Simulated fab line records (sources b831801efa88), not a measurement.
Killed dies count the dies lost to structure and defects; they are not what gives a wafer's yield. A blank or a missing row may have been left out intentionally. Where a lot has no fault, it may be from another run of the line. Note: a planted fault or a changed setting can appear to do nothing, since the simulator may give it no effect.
The tool behind it: which one? :: flow sky130 :: Sampling: 6 lots, 18 wafers, 3 of 708 route steps

== WHAT EACH GAUGE READ, for each wafer ==
SKY_VT_ADJUST_LVTN_TW_MEAS_21.
lot: L273
measured: day 7 21:12
on: film metro-01
VT_ADJUST_LVTN_2_TW: 184.4 185.5 186.5

lot: L275
measured: day 8 17:46
on: film metro-02
VT_ADJUST_LVTN_2_TW: 184.5 186.0 185.7

lot: L277
measured: day 9 08:17
on: film metro-03
VT_ADJUST_LVTN_2_TW: 187.9 187.0 187.1

lot: L283
measured: day 10 21:23
on: film metro-02
VT_ADJUST_LVTN_2_TW: 186.3 186.6 187.4

lot: L285
measured: day 11 07:53
on: film metro-03
VT_ADJUST_LVTN_2_TW: 188.4 188.5 189.2

lot: L293
measured: day 13 16:13
on: film metro-02
VT_ADJUST_LVTN_2_TW: 175.6 186.9 187.5

== WHAT TOOL EACH LOT RAN ON (gives the tool, then ch and the chambers of the sampled wafers, and finally the start) ==
lot: L273
SKY_NWELL_STRIP_25: plasma asher-03 ch 0,1, day 5 11:22
SKY_VT_ADJUST_LVTN_IMPLANT_19: implanter-03 ch 0, day 7 20:59

lot: L275
SKY_NWELL_STRIP_25: plasma asher-01 ch 1, day 6 05:11
SKY_VT_ADJUST_LVTN_IMPLANT_19: implanter-02 ch 0, day 8 17:32

lot: L277
SKY_NWELL_STRIP_25: plasma asher-01 ch 0,1, day 6 17:07
SKY_VT_ADJUST_LVTN_IMPLANT_19: implanter-04 ch 0, day 9 08:04

lot: L283
SKY_NWELL_STRIP_25: plasma asher-01 ch 0,1, day 8 04:47
SKY_VT_ADJUST_LVTN_IMPLANT_19: implanter-02 ch 0, day 10 21:10

lot: L285
SKY_NWELL_STRIP_25: plasma asher-01 ch 0,1, day 8 12:41
SKY_VT_ADJUST_LVTN_IMPLANT_19: implanter-02 ch 0, day 11 07:38

lot: L293
SKY_NWELL_STRIP_25: plasma asher-02 ch 0,1, day 10 14:52
SKY_VT_ADJUST_LVTN_IMPLANT_19: implanter-02 ch 0, day 13 15:58
- SKY_NWELL_STRIP_25: strips in O2/N2.
- SKY_VT_ADJUST_LVTN_IMPLANT_19

== THE ANSWER, worked out from the rows above alone ==
Rule: the lots themselves supply what counts as usual. The widest of any qualifying gaps counts: lots, ordered by their means at a reading, are off when they make up no more than a third of the lots, leave a main group of 4 or more, and stand apart from it by 3 or more times the standard deviation of that group's means. Not used: any main group whose means are identical at the precision the tables above print for the reading. Also off: a lot with no number at a reading for which 4 or more lots have one. The other lots that the step has rows for count as sound.
No lot is off at any reading shown: from this, nothing can be told.

== WHAT WAS PUT IN BY THE SIMULATOR ==
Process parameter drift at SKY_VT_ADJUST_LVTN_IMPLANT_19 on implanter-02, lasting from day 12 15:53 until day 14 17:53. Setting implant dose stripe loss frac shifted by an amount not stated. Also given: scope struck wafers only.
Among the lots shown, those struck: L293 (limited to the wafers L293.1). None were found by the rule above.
